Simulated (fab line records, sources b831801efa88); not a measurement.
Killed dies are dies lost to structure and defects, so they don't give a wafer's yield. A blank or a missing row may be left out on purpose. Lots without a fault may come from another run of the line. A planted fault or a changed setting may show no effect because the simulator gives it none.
A struck lot beside a sound one | flow sfq_line | 14 steps out of a route of 325
Sound: wafers L981.2, L981.3, L981.4. Struck: wafers L988.1, L988.2, L988.5. The cause comes at the end.
At each step with rows: each side's tool, then ch and its chambers, then its first start. Under that, the readings that differ: sound wafers | struck wafers | difference of the means | sigmas: that difference in standard deviations of wafers without a fault.
alike: readings whose means differ by less than 2 such deviations, and words and numbers that are the same on both sides. not compared: withheld readings, readings that some wafer has no value for, bounds like >300 that may hide the same value, and numbers for which the record gives no deviation and whose values overlap.
The two part at a step that has a row with sigmas, a row that says differs or no value, or rows on one side only. Numbers that don't overlap but have no deviation are shown without sigmas and don't part them. A reading that every wafer of one side lacks parts them only if that side has two wafers or more.

SFQ_INCOMING_BOW_MEAS_900:
  sound on film_metro-04, day 4 03:01; struck on film_metro-03, day 5 14:00
  alike: INCOMING_BOW
then, 1 step without rows for these wafers: SFQ_TRILAYER_INCOMING_OXIDATION_002 (target thk 500 nm, ox time 4939 s).
SFQ_TRILAYER_L0_DEP_SPUTTER_003: material MoNx KI, target thk 40 nm, time 100 s.
  sound on pvd_sputter-06, day 4 05:29; struck on pvd_sputter-05, day 5 16:29
  no value came back on the struck wafers for base_pressure_pa (Pa), cathode_dc_power_W (W), throttle_valve_pct (%); on the sound wafers base_pressure_pa (Pa) reads 1.35e-06 1.33e-06 1.41e-06
SFQ_L0_RS_MEAS_901: measures by four-point-probe.
  sound on film_metro-04, day 4 05:35; struck on film_metro-04, day 5 16:34
  reading                | sound          | struck | difference                    | sigmas
  L0_MONX_KI_RS (ohm/sq) | 44.3 44.0 43.5 | - - -  | no value on the struck wafers |
SFQ_L0_THK_MEAS_902: measures by xrf.
  sound on film_metro-04, day 4 05:41; struck on film_metro-04, day 5 16:41
  reading             | sound          | struck         | difference | sigmas
  L0_MONX_KI_THK (nm) | 38.7 39.0 39.3 | <0.0 <0.0 <0.0 | differs    |
then, 6 steps without rows for these wafers: SFQ_TRILAYER_L0_LITHO_COAT_010 (resist thk 62 nm); SFQ_TRILAYER_L0_LITHO_COAT_005 (resist thk 600 nm); SFQ_TRILAYER_L0_LITHO_SOFTBAKE_009; SFQ_TRILAYER_L0_LITHO_EXPOSE_006 (exposes mask L0, target cd 2000 nm); SFQ_TRILAYER_L0_LITHO_PEB_008 (peb time 60 s); SFQ_TRILAYER_L0_LITHO_DEVELOP_007 (time 60 s).
-- the record jumps here: 4 days lie between the struck wafers' starts before and after --
SFQ_TRILAYER_L0_BARC_OPEN_METAL_ETCH_010: etches BARC in O2, target depth 125 nm, time 41.7 s.
  sound on rie_metal-04 ch 0,1, day 7 20:22; struck on rie_metal-04 ch 0,1, day 9 11:00
  alike: drypump_motor_current_A, oes_product_au
  not compared: rf_hours_counter_h
SFQ_TRILAYER_L0_ETCH_METAL_ETCH_008: etches MoNx KI in SF6/O2, stops on SiO2, target depth 50 nm, time 25 s.
  sound on rie_metal-04 ch 0,1, day 7 20:25; struck on rie_metal-04 ch 0,1, day 9 11:03
  reading               | sound             | struck            | difference | sigmas
  oes_product_au (a.u.) | 0.866 0.872 0.874 | 0.993 0.990 0.996 | +0.122     | +18
  alike: drypump_motor_current_A
  not compared: rf_hours_counter_h
SFQ_TRILAYER_L0_STRIP_STRIP_009: strips in O2.
  sound on rie_metal-04 ch 0,1, day 7 20:28; struck on rie_metal-04 ch 0,1, day 9 11:06
  alike: drypump_motor_current_A, oes_product_au
  not compared: rf_hours_counter_h

WHERE THEY PART
First at SFQ_TRILAYER_L0_DEP_SPUTTER_003; last, within this record, at SFQ_TRILAYER_L0_ETCH_METAL_ETCH_008. Later steps at which nothing parts them and some readings are alike: SFQ_TRILAYER_L0_STRIP_STRIP_009.

WHY: what the simulator had put in
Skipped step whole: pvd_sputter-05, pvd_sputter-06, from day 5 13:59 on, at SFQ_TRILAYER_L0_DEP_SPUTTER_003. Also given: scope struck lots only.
